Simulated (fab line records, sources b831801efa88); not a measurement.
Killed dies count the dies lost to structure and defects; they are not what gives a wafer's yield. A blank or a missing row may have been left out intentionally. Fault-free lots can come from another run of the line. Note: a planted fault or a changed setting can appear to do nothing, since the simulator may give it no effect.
Struck lot and sound lot, side by side + flow sky130 + 18 steps out of a route of 708
Sound: these wafers, L440.1, L440.3, L440.6. Struck: wafers L442.2, L442.6 (left out: L442.5, a lot-mate that was not struck); the cause follows at the end.
Order at every step that has rows: each side's tool, ch and its chambers, its first start. Under that, the readings that differ: sound wafers + struck wafers + difference of the means + sigmas: that difference in standard deviations of wafers without a fault.
alike: readings with means less than 2 such deviations apart, plus words and numbers identical on both sides. not compared: withheld readings, readings lacking a value on some wafer, bounds such as >300 that could conceal the same value, and numbers that have no deviation in the record and whose values overlap.
A row with sigmas, a row that says differs or no value, or rows on one side alone: a step with any of these is where the two part. Numbers that don't overlap but have no deviation are shown without sigmas and don't part them. A reading that every wafer of one side lacks parts them only if that side has two wafers or more.

first, 5 steps without rows for these wafers: SKY_VIA4_COAT_06 (resist thk 1140 nm); SKY_VIA4_SOFTBAKE_07 (time 60 s); SKY_VIA4_EXPOSE_08 (exposes mask VIM4, target cd 800 nm); SKY_VIA4_PEB_09; SKY_VIA4_DEVELOP_10 (develop time 60 s).
SKY_VIA4_OVL_MEAS_11:
  sound: overlay-01 at day 49 19:45; struck: overlay-02 at day 50 08:42
  alike: VIA4_OVL
SKY_VIA4_ETCH_12: etches SiO2 in C4F8/O2/Ar, stops on TiN, target depth 580 nm.
  sound on rieDiel-01 ch 0,2,3, day 49 19:47; struck on rieDiel-02 ch 0,1, day 50 08:44
  alike: oesProductAu
SKY_VIA4_STRIP_13: strips in O2/N2.
  sound on plasmaAsher-03 ch 0,1, day 49 19:52; struck on plasmaAsher-04 ch 1, day 50 08:49
  alike: drypumpMotorCurrentA, n2FlowSccm, oesProductAu, stripTimeToEndpointS
  not compared: rfHoursCounterH
then, 3 steps without rows for these wafers: SKY_VIA4_STRIP_14 (strips in post etch residue remover, time 1200 s); SKY_VIA4_CLEAN_15 (cleans in IPA, time 180 s); SKY_VIA4_CLEAN_16 (cleans in O3/DIW).
SKY_VIA4_SPUTTER_17: material TiN, target thk 20 nm, time 80 s.
  sound: pvdSputter-04 at day 49 20:29; struck: pvdSputter-02 at day 50 09:24
  alike: throttleValvePct
SKY_VIA4_CVD_18: deposits W, target thk 505 nm, time 152.14 s.
  sound on cvdW-01 ch 0, day 49 20:33; struck on cvdW-01 ch 0,1, day 50 09:28
| reading                           | sound             | struck    | difference | sigmas |
|-----------------------------------|-------------------|-----------|------------|--------|
| model.W_of_VIA4_CVD_18.thkNm (nm) | 508.2 503.5 505.6 | 801.8 825 | +307.6     |        |
  alike: heaterPowerW
SKY_VIA4_RS_MEAS_19: uses a four-point probe to measure.
  sound: filmMetro-04 at day 49 20:43; struck: filmMetro-04 at day 50 09:38
| reading            | sound             | struck      | difference | sigmas |
|--------------------|-------------------|-------------|------------|--------|
| VIA4_W_RS (ohm/sq) | 0.225 0.227 0.226 | 0.142 0.138 | -0.086     | -28    |
SKY_VIA4_THK_MEAS_20: measures by xrf.
  sound: filmMetro-04 at day 49 20:50; struck: filmMetro-04 at day 50 09:44
| reading         | sound       | struck  | difference | sigmas |
|-----------------|-------------|---------|------------|--------|
| VIA4_W_THK (nm) | 497 490 495 | 778 796 | +293       | +41    |
SKY_VIA4_CMP_21: polishes, stops on SiO2, t overpolish 25 s, target thk 0 nm.
  sound on cmp-02 ch 1,2,3, day 49 20:56; struck on cmp-01 ch 0,1, day 50 09:47
| reading             | sound       | struck  | difference | sigmas |
|---------------------|-------------|---------|------------|--------|
| timeToEndpointS (s) | 137 115 116 | 214 200 | +84        | +12    |
  alike: edgeZonePressureFrac, motorCurrentA
SKY_METAL5_SPUTTER_00: material Ti, target thk 15 nm, time 10 s.
  sound: pvdSputter-04 at day 49 21:11; struck: pvdSputter-01 at day 50 10:05
  alike: throttleValvePct
-- the record jumps here: 2 days lie between the struck wafers' starts before and after (it left off in module METAL5 and takes up again in module PAD_OPEN, whose first step shown is number 708 of the route) --
SKY_PAD_OPEN_PROBE_99:
  sound: prober-01 at day 52 05:02; struck: prober-02 at day 52 17:13
  alike: defectLimitedYield, killed_at_M0_to_M3, killed_at_M4_up, killedAtContacts, killedAtFrontEnd, killedAtOther, killedDies, killedOpen, killedShort, sort_bin_3_pad_short, sort_bin_5_function, sort_bin_6_memory, sortNPass, sortYieldPct

WHERE THEY PART
At SKY_VIA4_RS_MEAS_19 first; at SKY_VIA4_CMP_21 last (within this record only). Later steps at which nothing parts them and some readings are alike: SKY_METAL5_SPUTTER_00, SKY_PAD_OPEN_PROBE_99.

WHY: what the simulator had put in
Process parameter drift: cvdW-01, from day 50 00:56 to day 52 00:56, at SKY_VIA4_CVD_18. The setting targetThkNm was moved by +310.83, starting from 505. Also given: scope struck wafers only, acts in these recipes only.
